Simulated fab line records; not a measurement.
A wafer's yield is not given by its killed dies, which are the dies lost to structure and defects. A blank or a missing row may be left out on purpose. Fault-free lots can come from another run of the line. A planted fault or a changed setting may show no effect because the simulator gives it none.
Which of the tools did it? -- flow sky130 -- route of 708 steps, sampled at 1 step: 12 lots, 36 wafers

== WHAT THE GAUGES SHOWED, per wafer ==
SKY_FIELD_ISO_BOW_MEAS_00.
lot,measured,on,INCOMING_BOW (um)
L075,day 1 15:01,film_metro-02,3 -5 -1
L077,day 2 01:02,film_metro-01,-3 4 -8
L079,day 2 11:00,film_metro-04,-4 -4 9
L081,day 2 21:00,film_metro-02,3 -3 -1
L083,day 3 07:00,film_metro-02,-6 3 -7
L085,day 3 17:01,film_metro-02,-4 -1 -4
L087,day 4 03:00,film_metro-01,7 -1 3
L089,day 4 13:02,film_metro-02,2 -3 3
L091,day 4 23:02,film_metro-04,-9 5 4
L093,day 5 09:01,film_metro-02,3 -1 -4
L095,day 5 19:00,film_metro-01,-11 -6 -1
L097,day 6 05:01,film_metro-01,2 11 3

== WHICH TOOL RAN EACH LOT (tool, then ch and the chambers of the sampled wafers, then the start) ==
Before these readings, the record contains no process step.

== THE ANSWER, worked out from the rows above alone ==
Rule: the usual values come from the lots themselves. Put in order of their means at a reading, lots are off if they are a third of the lots or fewer, leave a main group of 4 or more, and stand apart from it by a gap of 3 or more times the standard deviation of the main group's means; of several such gaps the widest counts. A main group is skipped when, at the precision printed for the reading in the tables above, its means are all equal. A lot without any number at a reading at which 4 lots or more have one is off too. All remaining lots with rows at the step are treated as sound.
Across all readings shown, no lot is off: no conclusion can be drawn from this.

== WHAT THE SIMULATOR PUT IN ==
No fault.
